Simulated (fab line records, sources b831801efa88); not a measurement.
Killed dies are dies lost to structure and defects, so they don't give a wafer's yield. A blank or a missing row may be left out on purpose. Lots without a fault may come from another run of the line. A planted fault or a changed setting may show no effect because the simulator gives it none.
fab line records | flow sky130
record lots=6 wafers=18 last_day=50
route steps=708 shown FIELD_ISO@4 NWELL@32 DNWELL@35 PWDE@45 PAD_OPEN@708
lots that met no fault: from a run of the same line without faults
start_h: hours from the record's first day to the start of the lot's first wafer shown | wait_h: hours since the lot's step before | " the same as in the row above | L1.1+2: a row that stands for several wafers | - no value, or no start given | * or withheld: withheld | < > ~ a bound
route shown NAME@n: a module of which the file shows steps, and the number in the route of the first | usual: mean/standard deviation of fault-free wafers | same: alike in all rows | chamber/n: place in a boat | sites: the reading at each site | _std_site: their standard deviation | _edge_site: outer sites' mean less inner sites' | radius_mm: how far each site lies from the wafer's centre | mask NAME#n: copy n | behind: the tool/chamber that last shaped the wafer | hold: why the lot was held/for how many hours/how that ended | device: the transistor (n, p or np) that didn't switch | end of line: the same wafers' tests at the end of the route | a step without rows: its recipe alone | killed: dies lost to structure and defects at the first sort, not the wafer's yield | map: a wafer's dies, x killed, . not, _ none there
set.NAME: the setting as run; set.NAME@STEP: as run at that earlier step | model.NAME: the simulator's own value behind a step, which no gauge read
lots at some steps of the route; a table a step, a row a wafer
services: from which hour (start_h, from the record's first day; less than 0 if before it) a tool's chamber was out of use, for how many hours, and why
## steps
# step SKY_FIELD_ISO_CVD_03
# recipe material=Si3N4 precursor=DCS/NH3 target_thk_nm=165 temp_c=770 time_s=2830 pressure_mtorr=241.2
# step SKY_FIELD_ISO_THK_MEAS_04
# recipe reads=Si3N4_of_FIELD_ISO_CVD_03
# usual FIELD_ISO_CVD_03_THK=163.0/1.3
# columns lot.wafer tool chamber start_h wait_h FIELD_ISO_CVD_03_THK[nm]
L365.1 film_metro-01 - 24.46 0.0 160.3
L365.2 " - " " 160.9
L365.5 " - " " 161.5
L368.1 film_metro-01 - 40.24 0.0 162.8
L368.2 " - " " 163.0
L368.6 " - " " 162.3
L378.2 film_metro-03 - 88.92 0.0 163.6
L378.3 " - " " 164.0
L378.4 " - " " 164.2
L383.3 film_metro-02 - 113.50 0.0 162.1
L383.5 " - " " 163.1
L383.6 " - " " 163.1
L385.2 film_metro-02 - 123.49 0.0 163.7
L385.3 " - " " 163.6
L385.5 " - " " 164.3
L386.1 film_metro-03 - 128.54 0.0 163.2
L386.3 " - " " 161.6
L386.4 " - " " 163.0
# step SKY_FIELD_ISO_DEHYDRATE_05
# recipe temp_c=200 time_s=60
# step SKY_FIELD_ISO_HMDS_06
# recipe prime_time_s=60 prime_temp_c=120
# step SKY_FIELD_ISO_COAT_07
# recipe resist=BARC temp_c=withheld time_s=withheld spin_rpm=3000 resist_thk_nm=60
# step SKY_FIELD_ISO_COAT_08
# recipe resist=KrF-thick spin_rpm=3000 resist_thk_nm=450
# step SKY_FIELD_ISO_SOFTBAKE_09
# recipe temp_c=100 time_s=90 resist=KrF-thick
# step SKY_FIELD_ISO_EXPOSE_10
# recipe mask_id=FOM na=0.68 source_shape=annular sigma_inner=0.4 sigma_outer=0.8 target_cd_nm=150 dose_mj=28.62
# step SKY_FIELD_ISO_PEB_11
# recipe peb_temp_c=withheld peb_time_s=withheld resist=KrF-thick
# step SKY_FIELD_ISO_DEVELOP_12
# recipe develop_time_s=60 resist=KrF-thick dev_temp_c=21
# step SKY_FIELD_ISO_CD_MEAS_13
# recipe target_cd_nm=150
# usual cd_nm=150.0/1.6
# columns lot.wafer tool chamber start_h wait_h cd_nm
L365.1 cd_sem-01 - 39.54 - 149.0
L365.2 " - " " 149.8
L365.5 " - " " 151.1
L368.1 cd_sem-01 - 56.24 - 148.3
L368.2 " - " " 148.3
L368.6 " - " " 148.9
L378.2 cd_sem-01 - 106.71 - 149.6
L378.3 " - " " 148.6
L378.4 " - " " 150.3
L383.3 cd_sem-01 - 132.31 - 152.9
L383.5 " - " " 154.4
L383.6 " - " " 154.2
L385.2 cd_sem-01 - 141.69 - 147.2
L385.3 " - " " 147.3
L385.5 " - " " 148.4
L386.1 cd_sem-01 - 146.67 - 150.2
L386.3 " - " " 151.6
L386.4 " - " " 151.1
# step SKY_FIELD_ISO_ETCH_14
# recipe chemistry=N2/H2 target=BARC ion_energy_ev=200 source_w=500 bias_w=100 pressure_mtorr=30 n2_flow_sccm=100 h2_flow_sccm=200 stop_on=SiO2 time_s=45.9 target_depth_a=600
# usual drypump_motor_current_A=5.7/0.33 oes_product_au=0.855/0.0044 throttle_valve_pct=13.225/0.0091
# columns lot.wafer tool chamber start_h wait_h drypump_motor_current_A oes_product_au rf_hours_counter_h throttle_valve_pct
L365.1 rie_diel-02 0 39.66 0.1 5.5 0.856 55 13.233
L365.2 " 3 " " 6.0 0.854 128 13.222
L365.5 " 0 " " 5.5 0.850 - 13.232
L368.1 rie_diel-02 0 56.36 0.1 5.6 0.852 55 13.219
L368.2 " 2 " " 6.3 0.853 68 13.232
L368.6 " 3 " " 6.0 0.853 - 13.227
L378.2 rie_diel-01 1 106.81 0.1 5.9 0.847 99 13.227
L378.3 " 0 " " 5.8 0.855 96 13.219
L378.4 " 3 " " 5.7 0.850 128 13.212
L383.3 rie_diel-01 3 132.39 0.1 5.7 0.849 128 13.231
L383.5 " 0 " " 5.7 0.843 - 13.242
L383.6 " 3 " " 5.7 0.847 - 13.216
L385.2 rie_diel-02 2 141.79 0.1 6.2 0.853 70 13.229
L385.3 " 0 " " 5.5 0.855 57 13.228
L385.5 " 2 " " 6.3 0.859 - 13.226
L386.1 rie_diel-01 3 146.79 0.1 5.7 0.855 128 13.220
L386.3 " 1 " " 5.9 0.857 100 13.218
L386.4 " 0 " " 5.8 0.864 97 13.241
# step SKY_FIELD_ISO_ETCH_15
# recipe chemistry=CHF3/O2 target_depth_nm=180 stop_on=Si source_w=600 bias_w=200 pressure_mtorr=40 chf3_flow_sccm=50 O2_flow_sccm=5 time_s=72
# usual O2_flow_sccm=4.998/0.015 drypump_motor_current_A=5.7/0.33 oes_product_au=0.940/0.0064 throttle_valve_pct=8.842/0.0082
# columns lot.wafer tool chamber start_h wait_h O2_flow_sccm drypump_motor_current_A oes_product_au rf_hours_counter_h throttle_valve_pct
L365.1 rie_diel-02 0 39.70 0.0 4.984 5.5 0.930 55 8.830
L365.2 " 3 " " 4.977 6.0 0.937 128 8.840
L365.5 " 0 " " 5.019 5.5 0.940 - 8.848
L368.1 rie_diel-02 0 56.40 0.0 4.966 5.5 0.948 55 8.825
L368.2 " 2 " " 4.997 6.2 0.941 68 8.840
L368.6 " 3 " " 5.020 6.0 0.943 - 8.852
L378.2 rie_diel-01 1 106.85 0.0 4.995 5.9 0.945 100 8.844
L378.3 " 0 " " 4.987 5.8 0.942 96 8.845
L378.4 " 3 " " 5.007 5.7 0.939 128 8.834
L383.3 rie_diel-01 3 132.44 0.0 4.975 5.7 0.938 128 8.852
L383.5 " 0 " " 4.996 5.8 0.932 - 8.858
L383.6 " 3 " " 4.982 5.7 0.941 - 8.852
L385.2 rie_diel-02 2 141.84 0.0 4.982 6.2 0.942 70 8.835
L385.3 " 0 " " 4.991 5.5 0.949 57 8.836
L385.5 " 2 " " 4.964 6.3 0.945 - 8.836
L386.1 rie_diel-01 3 146.84 0.0 5.000 5.7 0.941 128 8.852
L386.3 " 1 " " 5.008 5.9 0.931 100 8.848
L386.4 " 0 " " 4.982 5.7 0.945 97 8.838
# step SKY_FIELD_ISO_STRIP_16
# recipe chemistry=O2/N2 power_w=1400 pressure_mtorr=1500 platen_temp_c=withheld o2_flow_sccm=3000 n2_flow_sccm=300 overash_fraction=0.5
# usual drypump_motor_current_A=5.9/0.41 oes_product_au=0.378/0.0048 strip_time_to_endpoint_s=3.542/0.023
# columns lot.wafer tool chamber start_h wait_h drypump_motor_current_A oes_product_au rf_hours_counter_h strip_time_to_endpoint_s
L365.1 plasma_asher-01 1 39.76 0.0 5.9 0.380 39 3.571
L365.2 " 0 " " 5.8 0.387 39 3.590
L365.5 " 1 " " 5.9 0.381 - 3.535
L368.1 plasma_asher-02 1 56.46 0.0 5.7 0.375 33 3.557
L368.2 " 0 " " 5.4 0.373 33 3.553
L368.6 " 1 " " 5.7 0.376 - 3.583
L378.2 plasma_asher-02 1 106.91 0.0 5.6 0.381 38 3.544
L378.3 " 0 " " 5.4 0.386 - 3.544
L378.4 " 1 " " 5.7 0.381 - 3.536
L383.3 plasma_asher-02 1 132.53 0.1 5.7 0.381 - 3.529
L383.5 " 0 " " 5.4 0.374 - 3.562
L383.6 " 1 " " 5.7 0.384 - 3.540
L385.2 plasma_asher-04 0 141.89 0.0 6.4 0.375 46 3.549
L385.3 " 0 " " 6.4 0.377 - 3.535
L385.5 " 1 " " 6.5 0.375 - 3.503
L386.1 plasma_asher-04 0 146.89 0.0 6.4 0.377 47 3.530
L386.3 " 1 " " 6.5 0.376 - 3.514
L386.4 " 0 " " 6.4 0.378 - 3.529
# step SKY_FIELD_ISO_ETCH_17
# recipe target_depth_a=3420 mask_material=Si3N4 chemistry=HBr/Cl2/O2 target=Si taper_deg=5 icp_w=600 bias_w=150 pressure_mtorr=15 HBr_flow_sccm=150 Cl2_flow_sccm=40 O2_flow_sccm=6 time_s=97.7
# usual O2_flow_sccm=5.998/0.018 drypump_motor_current_A=5.7/0.6 oes_product_au=0.999/0.0074 throttle_valve_pct=25.657/0.0093
# columns lot.wafer tool chamber start_h wait_h O2_flow_sccm drypump_motor_current_A oes_product_au rf_hours_counter_h throttle_valve_pct
L365.1 rie_si-01 3 39.86 0.1 6.020 6.0 1.008 151 25.667
L365.2 " 0 " " 5.988 5.7 0.989 3 25.660
L365.5 " 0 " " 5.989 5.7 1.001 - 25.654
L368.1 rie_si-01 0 56.56 0.1 5.997 5.7 1.000 3 25.669
L368.2 " 3 " " 5.979 6.0 1.003 151 25.651
L368.6 " 3 " " 5.947 6.1 0.998 - 25.640
L378.2 rie_si-02 2 107.01 0.1 5.981 4.8 0.987 31 25.654
L378.3 " 0 " " 5.998 6.7 0.990 123 25.660
L378.4 " 3 " " 6.011 6.4 1.005 45 25.654
L383.3 rie_si-01 3 132.59 0.0 6.021 6.0 0.999 0 25.657
L383.5 " 1 " " 5.987 5.7 0.999 - 25.644
L383.6 " 0 " " 5.992 5.7 0.998 - 25.654
L385.2 rie_si-01 0 141.99 0.1 6.003 5.7 1.007 4 25.641
L385.3 " 3 " " 5.998 6.0 1.012 1 25.651
L385.5 " 3 " " 5.987 6.1 1.002 - 25.665
L386.1 rie_si-02 1 146.99 0.1 6.036 4.9 0.995 3 25.658
L386.3 " 2 " " 6.025 4.8 0.992 32 25.649
L386.4 " 3 " " 6.004 6.4 0.996 46 25.652
# step SKY_FIELD_ISO_WET_ETCH_18
# recipe chemistry=H3PO4 target_depth_nm=25 temp_c=160 target=Si3N4 time_s=286
# step SKY_FIELD_ISO_CLEAN_19
# recipe chemistry=SC1/SC2 mix=1:4:20 temp_c=70 time_s=150
# step SKY_FIELD_ISO_CLEAN_20
# recipe chemistry=dHF time_s=20 dilution=100:1
# step SKY_FIELD_ISO_WET_ETCH_21
# recipe chemistry=dHF dilution=100:1 target_depth_nm=20 dry=ipa_marangoni target=SiO2 temp_c=25 time_s=400
# step SKY_FIELD_ISO_OXIDATION_22
# recipe temp_c=950 ambient=O2 stabilise_s=600 purge_s=300 target_thk_a=100 ox_time_s=623
# step SKY_FIELD_ISO_THK_MEAS_23
# recipe reads=SiO2_of_FIELD_ISO_OXIDATION_22
# usual FIELD_ISO_OXIDATION_01_THK=10.04/0.18
# columns lot.wafer tool chamber start_h wait_h FIELD_ISO_OXIDATION_01_THK[nm]
L365.1 film_metro-01 - 41.39 0.0 9.91
L365.2 " - " " 9.99
L365.5 " - " " 9.86
L368.1 film_metro-02 - 58.83 0.0 9.86
L368.2 " - " " 9.79
L368.6 " - " " 10.12
L378.2 film_metro-01 - 108.53 0.0 10.38
L378.3 " - " " 10.36
L378.4 " - " " 10.16
L383.3 film_metro-03 - 134.13 0.0 10.16
L383.5 " - " " 10.31
L383.6 " - " " 10.15
L385.2 film_metro-03 - 144.31 0.0 9.72
L385.3 " - " " 10.04
L385.5 " - " " 9.76
L386.1 film_metro-01 - 148.52 0.0 10.13
L386.3 " - " " 10.27
L386.4 " - " " 10.25
# step SKY_FIELD_ISO_CVD_24
# recipe material=SiO2 target_thk_nm=595 temp_c=650 sigma_open_frac=0.3 time_s=99.2 sih4_flow_sccm=60 pressure_mtorr=6
# step SKY_FIELD_ISO_THK_MEAS_25
# recipe reads=SiO2_of_FIELD_ISO_CVD_24
# usual FIELD_ISO_CVD_24_THK=596/5.4
# columns lot.wafer tool chamber start_h wait_h FIELD_ISO_CVD_24_THK[nm]
L365.1 film_metro-03 - 41.53 0.0 597
L365.2 " - " " 600
L365.5 " - " " 588
L368.1 film_metro-03 - 58.96 0.0 596
L368.2 " - " " 600
L368.6 " - " " 589
L378.2 film_metro-03 - 108.67 0.0 595
L378.3 " - " " 603
L378.4 " - " " 596
L383.3 film_metro-02 - 134.26 0.1 606
L383.5 " - " " 592
L383.6 " - " " 598
L385.2 film_metro-02 - 144.45 0.0 595
L385.3 " - " " 607
L385.5 " - " " 606
L386.1 film_metro-02 - 148.65 0.0 594
L386.3 " - " " 590
L386.4 " - " " 586
# step SKY_FIELD_ISO_ANNEAL_26
# recipe temp_c=1000 time_s=1800 ambient=N2
# step SKY_FIELD_ISO_CMP_27
# recipe stop_on=Si3N4 t_overpolish_s=16 down_force_psi=4 platen_rpm=60 target_thk_nm=457.8 pad_velocity_m_s=0.94248
# usual motor_current_A=12.5/0.91 overpolish_run_s=15.999/0.0092 time_to_endpoint_s=110/3.6
# columns lot.wafer tool chamber start_h wait_h motor_current_A overpolish_run_s time_to_endpoint_s
L365.1 cmp-01 0 44.34 0.1 13.3 15.984 109
L365.2 " 2 " " 11.7 15.992 110
L365.5 " 3 " " 11.8 15.999 110
L368.2 cmp-01 0 60.52 0.0 13.6 16.002 113
L368.1 " 2 " " 12.1 15.999 110
L368.6 " 1 " " 14.2 16.011 110
L378.4 cmp-02 1 110.22 0.0 11.4 15.988 112
L378.2 " 2 " " 11.8 15.999 114
L378.3 " 3 " " 14.2 16.010 120
L383.3 cmp-02 2 136.71 0.0 12.1 15.993 117
L383.5 " 2 " " 12.0 16.003 114
L383.6 " 3 " " 13.5 16.013 115
L385.3 cmp-02 1 146.97 0.0 11.3 15.999 112
L385.2 " 3 " " 13.3 15.991 109
L385.5 " 2 " " 12.1 15.999 112
L386.1 cmp-02 3 150.26 0.1 13.4 16.017 113
L386.4 " 0 " " 12.6 16.005 107
L386.3 " 1 " " 11.7 16.010 113
# step SKY_FIELD_ISO_WET_ETCH_28
# recipe chemistry=dHF target_depth_nm=23.7 target=SiO2 dilution=10:1 temp_c=25 time_s=47
# step SKY_FIELD_ISO_WET_ETCH_29
# recipe chemistry=H3PO4 target_depth_nm=160 target=Si3N4 temp_c=160 time_s=1825
# step SKY_FIELD_ISO_WET_ETCH_30
# recipe chemistry=dHF target_depth_nm=25 target=SiO2 dilution=10:1 temp_c=25 time_s=50
# step SKY_NWELL_CLEAN_00
# recipe chemistry=SC1/SC2 mix=1:4:20 temp_c=70 time_s=150 dry=n2_spin
# step SKY_NWELL_OXIDATION_01
# recipe temp_c=900 ambient=O2 stabilise_s=600 purge_s=300 target_thk_a=100 ox_time_s=1418
# step SKY_NWELL_THK_MEAS_02
# recipe reads=SiO2_of_NWELL_OXIDATION_01
# usual NWELL_OXIDATION_THK=10.09/0.18
# columns lot.wafer tool chamber start_h wait_h NWELL_OXIDATION_THK[nm]
L365.1 film_metro-04 - 47.51 0.0 9.90
L365.2 " - " " 9.93
L365.5 " - " " 9.89
L368.1 film_metro-04 - 63.88 0.0 9.79
L368.2 " - " " 9.98
L368.6 " - " " 9.96
L378.2 film_metro-03 - 112.54 0.0 10.25
L378.3 " - " " 10.24
L378.4 " - " " 10.23
L383.3 film_metro-01 - 139.04 0.0 10.19
L383.5 " - " " 9.97
L383.6 " - " " 10.29
L385.2 film_metro-01 - 149.72 0.0 10.07
L385.3 " - " " 10.24
L385.5 " - " " 10.37
L386.1 film_metro-01 - 153.03 0.0 10.12
L386.3 " - " " 10.07
L386.4 " - " " 10.04
# step SKY_DNWELL_DEHYDRATE_00
# recipe temp_c=200 time_s=60
# step SKY_DNWELL_HMDS_01
# recipe prime_time_s=60 prime_temp_c=120
# step SKY_DNWELL_COAT_02
# recipe spin_rpm=2000 resist_thk_nm=3000
# step SKY_DNWELL_SOFTBAKE_03
# recipe temp_c=110 time_s=withheld
# step SKY_DNWELL_EXPOSE_04
# recipe mask_id=DNM na=0.57 target_cd_nm=3000 dose_mj=222
# step SKY_DNWELL_PEB_05
# recipe temp_c=115 time_s=withheld
# step SKY_DNWELL_DEVELOP_06
# recipe wall_angle_deg=90 developer=TMAH develop_time_s=60 dev_temp_c=23
# step SKY_DNWELL_IMPLANT_07
# recipe species=P energy_kev=withheld dose_cm2=withheld tilt_deg=withheld
# step SKY_DNWELL_STRIP_08
# recipe chemistry=O2/N2 power_w=1400 pressure_mtorr=1500 platen_temp_c=withheld o2_flow_sccm=3000 n2_flow_sccm=300 overash_fraction=0.5
# usual drypump_motor_current_A=6.1/0.43 oes_product_au=0.724/0.0046 strip_time_to_endpoint_s=36.84/0.094
# columns lot.wafer tool chamber start_h wait_h drypump_motor_current_A oes_product_au rf_hours_counter_h strip_time_to_endpoint_s
L365.1 plasma_asher-03 1 62.66 0.1 5.3 0.713 26 36.87
L365.2 " 0 " " 6.4 0.731 26 36.85
L365.5 " 1 " " 5.3 0.724 - 36.89
L368.1 plasma_asher-01 1 79.52 0.1 6.0 0.718 43 36.85
L368.2 " 0 " " 5.8 0.726 43 36.78
L368.6 " 0 " " 5.8 0.720 - 36.90
L378.2 plasma_asher-03 1 131.51 0.1 5.3 0.723 33 36.70
L378.3 " 1 " " 5.3 0.733 - 36.96
L378.4 " 0 " " 6.4 0.722 - 36.92
L383.3 plasma_asher-03 0 158.74 0.1 6.4 0.724 - 36.86
L383.5 " 1 " " 5.3 0.728 - 36.94
L383.6 " 0 " " 6.4 0.726 - 36.85
L385.2 plasma_asher-04 0 170.01 0.1 6.4 0.726 49 36.93
L385.3 " 0 " " 6.4 0.727 - 37.02
L385.5 " 1 " " 6.5 0.716 - 36.90
L386.1 plasma_asher-04 0 173.66 0.1 6.4 0.730 49 36.90
L386.3 " 1 " " 6.5 0.735 - 36.93
L386.4 " 0 " " 6.4 0.725 - 36.78
# step SKY_DNWELL_TW_MEAS_09
# usual DNWELL_TW=1109/14
# columns lot.wafer tool chamber start_h wait_h DNWELL_TW
L365.1 film_metro-04 - 62.76 0.1 1094
L365.2 " - " " 1095
L365.5 " - " " 1093
L368.1 film_metro-04 - 79.62 0.1 1093
L368.2 " - " " 1096
L368.6 " - " " 1099
L378.2 film_metro-01 - 131.62 0.1 1112
L378.3 " - " " 1113
L378.4 " - " " 1120
L383.3 film_metro-01 - 158.82 0.1 1123
L383.5 " - " " 1122
L383.6 " - " " 1121
L385.2 film_metro-03 - 170.12 0.1 1126
L385.3 " - " " 1122
L385.5 " - " " 1125
L386.1 film_metro-01 - 173.76 0.1 1116
L386.3 " - " " 1110
L386.4 " - " " 1115
# step SKY_PWDE_DEHYDRATE_00
# recipe temp_c=200 time_s=60
# step SKY_PAD_OPEN_PROBE_99
# usual killed_at_M0_to_M3=43/6.5 killed_at_M4_up=3.2/1.8 killed_at_contacts=24/5 killed_at_front_end=15/4.1 killed_at_other=0.3/0.54 killed_dies=85/9.3 killed_open=47/7.2 killed_short=39/5.9
# same gross_dies=492 killed_at_back_side=0
# columns lot.wafer tool chamber start_h wait_h killed_at_M0_to_M3 killed_at_M4_up killed_at_contacts killed_at_front_end killed_at_other killed_dies killed_open killed_short
L365.1 prober-02 - 1085.34 0.1 40 3 20 78 0 141 34 41
L365.2 prober-02 - 1085.39 0.1 43 3 22 61 0 129 41 37
L365.5 prober-02 - 1085.54 0.2 45 2 16 69 0 132 43 31
L368.1 prober-01 - 1104.18 0.1 43 3 25 68 0 139 46 36
L368.2 prober-01 - 1104.23 0.1 29 3 18 47 0 97 35 26
L368.6 prober-01 - 1104.43 0.2 38 5 18 78 0 139 36 44
L378.2 prober-02 - 1157.66 0.1 31 2 22 8 0 63 33 30
L378.3 prober-02 - 1157.71 0.2 39 2 32 19 0 92 56 36
L378.4 prober-02 - 1157.76 0.2 39 4 18 15 0 76 38 38
L385.2 prober-02 - 1189.34 0.1 42 4 26 10 0 82 44 38
L385.3 prober-02 - 1189.39 0.2 49 3 29 23 0 104 55 49
L385.5 prober-02 - 1189.49 0.2 44 1 22 10 1 78 41 37
L386.1 prober-02 - 1191.67 0.1 34 6 23 16 0 79 39 40
L386.3 prober-02 - 1191.77 0.2 41 3 18 21 0 83 47 36
L386.4 prober-02 - 1191.82 0.2 48 2 24 8 0 82 44 37
# killed by level:class
L365.1 FIELD_ISO:unspecified=66 METAL1:geometric_particle:short=7 VIA3:geometric_particle:open=7 METAL2:geometric_particle:short=7 VIA2:geometric_particle:open=6 LI_CONTACT:geometric_particle:open=6 CONTACT:geometric_particle:open=6 FIELD_ISO:geometric_particle:short=5
L365.2 FIELD_ISO:unspecified=51 VIA2:geometric_particle:open=10 CONTACT:geometric_particle:open=9 VIA1:geometric_particle:open=7 VIA3:geometric_particle:open=6 CONTACT:geometric_particle:short=6 FIELD_ISO:geometric_particle:short=4 VIA3:geometric_particle:short=4
L365.5 FIELD_ISO:unspecified=58 VIA3:geometric_particle:open=13 VIA1:geometric_particle:open=9 VIA2:geometric_particle:open=6 CONTACT:geometric_particle:open=5 VIA3:geometric_particle:short=5 POLY_GATE:geometric_particle:short=4 METAL2:geometric_particle:short=4
L368.1 FIELD_ISO:unspecified=57 VIA1:geometric_particle:open=12 CONTACT:geometric_particle:open=9 VIA3:geometric_particle:open=7 VIA1:geometric_particle:short=6 LI_CONTACT:geometric_particle:open=5 POLY_GATE:geometric_particle:short=4 LOCAL_INTERCONNECT:geometric_particle:short=4
L368.2 FIELD_ISO:unspecified=36 VIA1:geometric_particle:open=8 LI_CONTACT:geometric_particle:open=6 CONTACT:geometric_particle:open=6 CONTACT:geometric_particle:short=4 FIELD_ISO:geometric_particle:open=3 VIA2:geometric_particle:open=3 POLY_GATE:geometric_particle:short=3
L368.6 FIELD_ISO:unspecified=59 VIA1:geometric_particle:open=8 VIA3:geometric_particle:open=7 POLY_GATE:geometric_particle:short=6 LOCAL_INTERCONNECT:geometric_particle:short=6 FIELD_ISO:geometric_particle:short=5 VIA1:geometric_particle:short=5 CONTACT:geometric_particle:open=4
L378.2 VIA1:geometric_particle:open=9 CONTACT:geometric_particle:open=8 LI_CONTACT:geometric_particle:open=6 LI_CONTACT:geometric_particle:short=4 VIA1:geometric_particle:short=4 METAL1:geometric_particle:short=4 VIA2:geometric_particle:open=4 METAL2:geometric_particle:short=3
L378.3 CONTACT:geometric_particle:open=11 LI_CONTACT:geometric_particle:open=9 VIA1:geometric_particle:open=9 FIELD_ISO:geometric_particle:open=8 VIA3:geometric_particle:open=7 LI_CONTACT:geometric_particle:short=6 VIA3:geometric_particle:short=5 METAL2:geometric_particle:short=5
L378.4 VIA3:geometric_particle:open=6 CONTACT:geometric_particle:open=6 VIA2:geometric_particle:open=6 VIA1:geometric_particle:open=5 METAL1:geometric_particle:short=5 FIELD_ISO:geometric_particle:open=4 POLY_GATE:geometric_particle:short=4 VIA1:geometric_particle:short=4
L385.2 CONTACT:geometric_particle:open=12 VIA1:geometric_particle:open=10 METAL2:geometric_particle:short=7 LI_CONTACT:geometric_particle:open=6 FIELD_ISO:geometric_particle:open=4 LOCAL_INTERCONNECT:geometric_particle:short=4 CONTACT:geometric_particle:short=4 VIA1:geometric_particle:short=4
L385.3 CONTACT:geometric_particle:open=13 VIA1:geometric_particle:open=12 METAL2:geometric_particle:short=10 FIELD_ISO:geometric_particle:open=6 VIA3:geometric_particle:open=6 FIELD_ISO:geometric_particle:short=5 LOCAL_INTERCONNECT:geometric_particle:short=5 VIA1:geometric_particle:short=5
L385.5 VIA1:geometric_particle:open=13 CONTACT:geometric_particle:open=8 CONTACT:geometric_particle:short=7 METAL2:geometric_particle:short=5 VIA2:geometric_particle:open=5 VIA3:geometric_particle:open=5 METAL1:geometric_particle:short=4 METAL3:geometric_particle:short=4
L386.1 LI_CONTACT:geometric_particle:open=9 VIA1:geometric_particle:open=8 CONTACT:geometric_particle:open=6 CONTACT:geometric_particle:short=6 VIA1:geometric_particle:short=6 VIA2:geometric_particle:open=5 METAL4:geometric_particle:short=5 FIELD_ISO:geometric_particle:short=4
L386.3 VIA3:geometric_particle:open=9 POLY_GATE:geometric_particle:short=8 CONTACT:geometric_particle:open=8 VIA1:geometric_particle:open=7 LI_CONTACT:geometric_particle:open=5 VIA2:geometric_particle:open=5 VIA1:geometric_particle:short=4 POLY_GATE:geometric_particle:open=3
L386.4 CONTACT:geometric_particle:open=9 VIA1:geometric_particle:open=9 METAL1:geometric_particle:short=7 VIA1:geometric_particle:short=6 CONTACT:geometric_particle:short=6 VIA2:geometric_particle:open=6 VIA3:geometric_particle:open=5 POLY_GATE:geometric_particle:open=4
# map L365.1 (x killed, . not)
__________.x......x._________
________..x....x..x..._______
______xxxxxxx..........x_____
_____xxxxxx..............____
____xxxxxxxx.........xxx..___
___xxxxxxxxx..............x__
__.xxxxxxxxxx........x.x...._
_.xxxxxxxxxxx........x.x.....
_.xxxxxxxxx.xx...x.xxx.......
_..xx.xxxxxx..x....x........x
_..x....x....x......x.x......
_.......x........x..x...x..xx
_.......x.x........x......x..
_...x...x........xx..x.x...x.
_....x..x........x..x.xx.....
__.x.x.x....x............xx._
___x................x.x...x__
____.....x.........x..x...___
_____......x..........xx.____
______......x.......x..._____
________....x........x_______
__________......x.x._________
# map L368.1 (x killed, . not)
__________..x.x.x..._________
________..x...x..x...._______
______.xx.....xx........_____
_____xxxxxxxxx.....x.....____
____xxxxxxxx.........x....___
___xxxxxxxxx..x.x..xx.x....__
__xxxxxxxxxx.x......x......._
_..xxxxxxxxxx.x.x.......x...x
_..xxxxxxx.x......x......x...
_.xx.xxxx.x.........x........
_....x..x.xx.....x.x.x.......
_x.x........x.x........x..x..
_x........x......xxx..x......
_...x....x.......x.........x.
_.....x.x....................
__..x..x.........x.........x_
___.......x..xxxx......x..x__
____x..x...x....x..x.xxxx.___
_____...x.............x..____
______xx................_____
________.x.....x......_______
__________.x........_________
## services
# columns tool chamber start_h hours kind
cmp-01 - 24.01 1.4 repair
plasma_asher-03 - 38.48 0.5 repair
cmp-01 - 52.86 3.7 repair
cmp-02 - 62.31 5.2 repair
plasma_asher-01 - 62.55 2.8 pm
cmp-01 - 64.00 4.0 pm
cmp-02 - 64.77 2.8 repair
cmp-02 - 73.37 2.4 repair
rie_si-01 3 76.81 - clean
rie_si-01 3 76.81 13.0 scheduled_down
rie_si-01 3 76.81 13.0 vent_cycle
cmp-01 - 79.44 1.8 repair
cmp-02 - 107.47 1.9 repair
plasma_asher-02 - 108.75 9.0 pm
plasma_asher-02 0 108.75 9.0 vent_cycle
plasma_asher-02 1 108.75 9.0 vent_cycle
rie_diel-01 - 109.82 0.1 repair
plasma_asher-02 0 117.75 - clean
plasma_asher-02 1 117.75 - clean
plasma_asher-01 - 133.42 4.5 repair
cmp-01 - 138.68 5.2 repair
rie_si-01 1 140.06 4.2 repair
rie_si-01 3 159.60 1.4 repair
cmp-01 - 161.46 0.3 repair
## key
first_sign step=SKY_PAD_OPEN_PROBE_99 reading=killed_at_front_end direction=up sigmas=12 usual=15 struck=67
effect step=SKY_PAD_OPEN_PROBE_99 reading=killed_dies direction=up sigmas=4.7 usual=85 struck=130
met_at SKY_FIELD_ISO_ETCH_15
struck_wafers L365.1,L365.2,L365.5,L368.1,L368.2,L368.6
tester_left_out L365,L368
also_fits SKY_FIELD_ISO_CMP_27:cmp-01
fault kind=chamber_particle_source tool=rie_diel-02 chamber=- onset_h=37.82 steps=SKY_FIELD_ISO_ETCH_15 rate_per_visit_cm2=1.9515 end_h=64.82
# tester_left_out: of these lots the tester's yield and bins aren't shown, on N5 and GAA mostly nor the transistor test; their killed dies are dies lost to structure and defects alone, not to doping, threshold or leakage, so they don't give the yield
